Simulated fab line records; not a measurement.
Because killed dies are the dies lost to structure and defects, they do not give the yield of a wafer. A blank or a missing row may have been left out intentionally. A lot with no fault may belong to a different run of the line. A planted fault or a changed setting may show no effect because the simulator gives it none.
Which tool is to blame?	flow sky130	42 wafers from 14 lots sampled at 4 of the route's 708 steps

== WHAT THE GAUGES READ, wafer by wafer ==
SKY_POLY_GATE_CD_MEAS_22. Usual: 149.5 nm for cdNm, sd 2.6.
lot	measured	on	cdNm (nm)	flag
L500	day 17 18:59	cdSem-01	153.2 149.7 152.3	
L501	day 18 12:13	cdSem-02	147.4 148.1 147.9	
L503	day 18 16:31	cdSem-02	149.3 144.1 145.7	
L504	day 19 00:13	cdSem-01	148.6 148.0 150.4	
L506	day 19 10:46	cdSem-02	151.4 152.3 148.7	
L505	day 19 10:49	cdSem-01	155.6 150.0 152.7	
L507	day 19 22:44	cdSem-02	147.7 149.4 150.6	
L508	day 20 17:22	cdSem-02	149.7 151.9 147.1	
L510	day 21 03:24	cdSem-01	151.9 148.9 151.3	
L511	day 21 13:35	cdSem-01	145.9 148.0 147.5	
L512	day 22 00:01	cdSem-02	145.9 149.6 149.9	
L516	day 23 10:58	cdSem-02	146.2 146.8 146.2	
L519	day 24 11:54	cdSem-02	153.1 147.0 149.2	
L521	day 24 20:26	cdSem-02	149.7 147.8 149.3	

SKY_LDD_P_CD_MEAS_07: the cd target is 380 nm. Usual: 380.0 nm for cdNm, sd 2.8.
lot	measured	on	cdNm (nm)	flag
L500	day 20 09:41	cdSem-01	382.9 383.8 383.8	
L501	day 21 03:26	cdSem-02	377.7 379.2 377.7	
L503	day 21 07:35	cdSem-02	376.4 381.1 380.5	
L504	day 21 14:44	cdSem-01	384.1 383.2 381.0	
L506	day 22 03:05	cdSem-02	375.7 377.1 377.0	
L505	day 22 03:14	cdSem-01	379.3 379.6 377.1	
L507	day 22 12:59	cdSem-01	372.4 374.9 372.9	
L508	day 23 07:58	cdSem-01	380.1 378.4 378.1	
L510	day 23 17:19	cdSem-02	376.1 376.5 374.3	
L511	day 24 03:53	cdSem-01	384.6 380.6 381.5	
L512	day 24 13:35	cdSem-02	381.6 381.6 380.0	
L516	day 26 00:38	cdSem-02	383.2 383.3 383.5	
L519	day 27 00:58	cdSem-01	384.3 385.6 384.8	
L521	day 27 09:46	cdSem-02	379.4 380.9 378.2	

SKY_LDD_HVP_TW_MEAS_10. Usual: LDD_HVP_TW 457, standard deviation 3.
lot	measured	on	LDD_HVP_TW	flag
L500	day 23 00:09	filmMetro-02	461 461 463	
L501	day 23 17:39	filmMetro-03	454 457 457	
L503	day 23 22:08	filmMetro-02	460 463 462	
L504	day 24 03:36	filmMetro-02	458 462 461	
L506	day 24 16:52	filmMetro-02	461 459 462	
L505	day 24 17:10	filmMetro-04	456 455 453	
L507	day 25 02:22	filmMetro-02	458 456 459	
L508	day 25 21:29	filmMetro-02	460 459 460	
L510	day 26 06:49	filmMetro-04	453 455 455	
L511	day 26 16:43	filmMetro-04	454 453 456	
L512	day 27 02:10	filmMetro-03	458 457 458	
L516	day 28 12:47	filmMetro-02	459 458 456	
L519	day 29 11:22	filmMetro-03	457 459 454	
L521	day 29 20:19	filmMetro-04	454 456 455	

== EACH LOT AND THE TOOL THAT RAN IT (in order: tool; ch and the chambers of the sampled wafers; start) ==
lot	SKY_LDD_P_IMPLANT_09
L500	implanter-04 ch 0, day 20 09:56
L501	implanter-01 ch 0, day 21 03:36
L503	implanter-01 ch 0, day 21 07:46
L504	implanter-01 ch 0, day 21 14:54
L506	implanter-01 ch 0, day 22 03:16
L505	implanter-02 ch 0, day 22 03:24
L507	implanter-02 ch 0, day 22 13:08
L508	implanter-04 ch 0, day 23 08:07
L510	implanter-02 ch 0, day 23 17:28
L511	implanter-04 ch 0, day 24 04:03
L512	implanter-01 ch 0, day 24 13:44
L516	implanter-04 ch 0, day 26 00:47
L519	implanter-01 ch 0, day 27 01:08
L521	implanter-01 ch 0, day 27 09:56
- SKY_LDD_P_IMPLANT_09

== WHAT THE TOOLS THEMSELVES READ (means of the sampled wafers that have a number; where no wafer has one, the mark that the record gives instead) ==
SKY_LDD_P_IMPLANT_09. Usual: 25.002 for beamEnergyKeV, sd 0.0078.
lot	tool	beamEnergyKeV	flag
L500	implanter-04	24.995	
L501	implanter-01	25.005	
L503	implanter-01	25.011	
L504	implanter-01	25.000	
L506	implanter-01	25.005	
L505	implanter-02	24.994	
L507	implanter-02	25.003	
L508	implanter-04	24.995	
L510	implanter-02	25.004	
L511	implanter-04	25.005	
L512	implanter-01	25.004	
L516	implanter-04	24.996	
L519	implanter-01	26.765	OFF
L521	implanter-01	26.767	OFF

== THE ANSWER, worked out from the rows above alone ==
Rule: a lot counts as off when the mean over its wafers that have a number is more than 3 standard deviations away from the usual mean. A lot without any number at a reading at which 4 lots or more have one is off too. Any other lot the step has rows for is counted as sound. The gauges are gone through in route order, then the tools' own readings, and for those a lot's mean is taken as printed above. The first step at which some lot is off is used, and at that step the reading that is off furthest; a lot without a number counts as furthest.
Off: L519, L521 (SKY_LDD_P_IMPLANT_09, beamEnergyKeV).
A tool fits if, at that step or a process step before it, it ran every lot that is off, and no sound lot after the first of them. One candidate fits, namely implanter-01 at SKY_LDD_P_IMPLANT_09. Its last sound lot is L512 (day 24 13:44), its first lot that is off L519 (day 27 01:08): a fault that began between those two fits.
On the lots that are off, the tool's own readings at SKY_LDD_P_IMPLANT_09 differ by more than 5 times the standard deviation of the sound lots' means, which bears it out; beamEnergyKeV reads 26.766 there versus 25.001 on the sound lots.

== WHAT HAD BEEN PUT IN BY THE SIMULATOR ==
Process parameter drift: implanter-01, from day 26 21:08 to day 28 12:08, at SKY_LDD_P_IMPLANT_09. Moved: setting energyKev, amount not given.
Shown lots that were struck: L519, L521. Same finding as the rule above.
